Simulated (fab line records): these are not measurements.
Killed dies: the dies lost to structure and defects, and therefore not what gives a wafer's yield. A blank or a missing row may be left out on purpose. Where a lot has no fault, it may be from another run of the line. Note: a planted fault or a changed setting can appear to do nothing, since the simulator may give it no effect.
Matching of chambers | flow sfq-line | pecvd-04 running SFQ_TRILAYER_I0_DEP_PECVD_027: 3 sister chambers
The step deposits SiO2 from SiH4/N2O, time 111.11 s, target thk 500 nm. 6 wafers are shown with their chamber, then 7 later ones without.

## EACH WAFER AND ITS CHAMBER
wafer  | chamber | throttle-valve-pct (%) | heater-power-w (W)
L825.4 | 0       | 24.2                   | 71
L839.3 | 0       | 24.5                   | 86
L839.5 | 1       | 23.9                   | 107
L839.6 | 2       | 24.9                   | 82
L841.2 | 2       | 24.8                   | 78
L841.5 | 1       | 24.1                   | 101

## WAFERS WHOSE CHAMBER IS MISSING
wafer  | throttle-valve-pct (%) | heater-power-w (W)
L841.6 | 24.6                   | 79
L845.1 | 24.8                   | 80
L845.2 | 23.8                   | 106
L845.5 | 24.7                   | 83
L847.1 | 25.2                   | 79
L847.2 | 24.6                   | 85
L847.4 | 24.3                   | 108

## THE CHAMBER EACH PASSED THROUGH
wafer  | from the rows above     | in truth
L841.6 | can't be placed: 0 or 2 | 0
L845.1 | 2                       | 2
L845.2 | 1                       | 1
L845.5 | can't be placed: 2 or 0 | 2
L847.1 | 2                       | 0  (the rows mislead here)
L847.2 | can't be placed: 2 or 0 | 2
L847.4 | 1                       | 1
3 of 7 placed correctly. These rows do not allow placing 3 (true chamber among the candidates in 3). Placed wrongly: 1.
How it was worked out, from the rows above alone: a wafer's distance from a chamber is the root of the sum, over the readings, of the square of ((its reading less the chamber's mean) divided by the reading's scatter). If the next closest chamber is less than 2 further off than the closest, the wafer can't be placed; otherwise it belongs to the closest. Each chamber's mean is taken over the wafers shown for it. The scatter is the square root of a quotient: the sum, over the shown wafers, of each reading's squared deviation from its chamber's mean, divided by wafers minus chambers.
